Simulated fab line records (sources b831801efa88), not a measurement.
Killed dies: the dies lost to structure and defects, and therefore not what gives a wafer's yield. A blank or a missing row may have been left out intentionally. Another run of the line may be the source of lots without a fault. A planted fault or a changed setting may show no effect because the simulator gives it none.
Comparing a struck lot with a sound one || flow sky130 || 18 steps out of a route of 708
Sound: wafers L357.1, L357.2, L357.3. Wafers L362.1, L362.4, L362.6 were the ones struck. The cause comes at the end.
At each step with rows: each side's tool, then ch and its chambers, then its first start. Under that, the readings that differ: sound wafers || struck wafers || difference of the means || sigmas: that difference in standard deviations of wafers without a fault.
alike: readings whose means differ by less than 2 such deviations, and words and numbers that are the same on both sides. not compared: withheld readings, readings that some wafer has no value for, bounds like >300 that may hide the same value, and numbers for which the record gives no deviation and whose values overlap.
A row with sigmas, a row that says differs or no value, or rows on one side alone: a step with any of these is where the two part. Numbers that don't overlap but have no deviation are shown without sigmas and don't part them. A reading missing from all wafers of one side parts the sides only when that side holds two or more wafers.

first, 5 steps without rows for these wafers: SKY_VIA4_COAT_06 (resist thk 1140 nm); SKY_VIA4_SOFTBAKE_07 (time 60 s); SKY_VIA4_EXPOSE_08 (exposes mask VIM4, target cd 800 nm); SKY_VIA4_PEB_09; SKY_VIA4_DEVELOP_10 (develop time 60 s).
SKY_VIA4_OVL_MEAS_11:
  sound on overlay-02, day 46 07:34; struck on overlay-01, day 46 15:31
  alike: VIA4_OVL
SKY_VIA4_ETCH_12: etches SiO2 in C4F8/O2/Ar, stops on TiN, target depth 580 nm.
  sound on rie-diel-01 ch 0,1,2, day 46 07:36; struck on rie-diel-01 ch 1,2, day 46 15:32
  alike: oes-product-au
SKY_VIA4_STRIP_13: strips in O2/N2.
  sound on plasma-asher-01 ch 0,1, day 46 07:41; struck on plasma-asher-02 ch 0,1, day 46 15:37
  alike: drypump-motor-current-A, oes-product-au, strip-time-to-endpoint-s
  not compared: rf-hours-counter-h
then, 3 steps without rows for these wafers: SKY_VIA4_STRIP_14 (strips in post etch residue remover, time 1200 s); SKY_VIA4_CLEAN_15 (cleans in IPA, time 180 s); SKY_VIA4_CLEAN_16 (cleans in O3/DIW).
SKY_VIA4_SPUTTER_17: material TiN, target thk 20 nm, time 80 s.
  sound on pvd-sputter-02, day 46 08:16; struck on pvd-sputter-02, day 46 16:14
  alike: throttle-valve-pct
SKY_VIA4_CVD_18: deposits W, target thk 505 nm, time 152.14 s.
  sound on cvd-w-01 ch 0,1, day 46 08:20; struck on cvd-w-02 ch 0,1, day 46 16:18
{"reading": "susceptor-temp-C (C)", "sound": "400.12 400.15 400.32", "struck": "412.66 412.90 413.36", "difference": "+12.78", "sigmas": "+67"}
{"reading": "model.W_of_VIA4_CVD_18.thk-nm (nm)", "sound": "504.3 500.1 513.7", "struck": "651.7 644.7 651.8", "difference": "+143.4", "sigmas": ""}
  alike: heater-power-w
SKY_VIA4_RS_MEAS_19: measures by four-point-probe.
  sound on film-metro-04, day 46 08:29; struck on film-metro-04, day 46 16:53
{"reading": "VIA4_W_RS (ohm/sq)", "sound": "0.2269 0.2286 0.2223", "struck": "0.1752 0.1772 0.1758", "difference": -0.0499, "sigmas": -17}
  not compared: hold
SKY_VIA4_THK_MEAS_20: measures by xrf.
  sound on film-metro-04, day 46 08:36; struck on film-metro-04, day 46 23:11
{"reading": "VIA4_W_THK (nm)", "sound": "492 485 501", "struck": "633 624 632", "difference": "+137", "sigmas": "+19"}
  not compared: hold
SKY_VIA4_CMP_21: polishes, stops on SiO2, t overpolish 25 s, target thk 0 nm.
  sound on cmp-02 ch 0,1,2, day 46 08:44; struck on cmp-02 ch 0,1, day 47 02:58
{"reading": "hold", "sound": "- - -", "struck": "await-dispo/3.6h/release await-dispo/3.6h/release await-dispo/3.6h/release", "difference": "no value on the sound wafers", "sigmas": ""}
{"reading": "time-to-endpoint-s (s)", "sound": "121 126 129", "struck": "159 147 161", "difference": "+30", "sigmas": "+6"}
  alike: motor-current-A
SKY_METAL5_SPUTTER_00: material Ti, target thk 15 nm, time 10 s.
  sound on pvd-sputter-02, day 46 09:02; struck on pvd-sputter-04, day 47 03:17
  alike: throttle-valve-pct
-- the record jumps here: 2 days lie between the struck wafers' starts before and after (it left off in module METAL5 and takes up again in module PAD_OPEN, whose first step shown is number 708 of the route) --
SKY_PAD_OPEN_PROBE_99:
  sound on prober-02, day 49 00:20; struck on prober-02, day 49 05:43
{"reading": "sort_bin_6_memory (%)", "sound": "6.3 7.9 8.9", "struck": "7.3 5.1 3.5", "difference": -2.4, "sigmas": -2}
  alike: defect-limited-yield, killed_at_M0_to_M3, killed_at_M4_up, killed-at-contacts, killed-at-front-end, killed-at-other, killed-dies, killed-open, killed-short, sort_bin_3_pad_short, sort_bin_5_function, sort-n-pass, sort-yield-pct

== WHERE THEY PART ==
At SKY_VIA4_CVD_18 first; at SKY_PAD_OPEN_PROBE_99 last (within this record only).

WHY: what the simulator had put in
Process parameter drift: cvd-w-02, from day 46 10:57 on, at SKY_VIA4_CVD_18. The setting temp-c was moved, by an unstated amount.
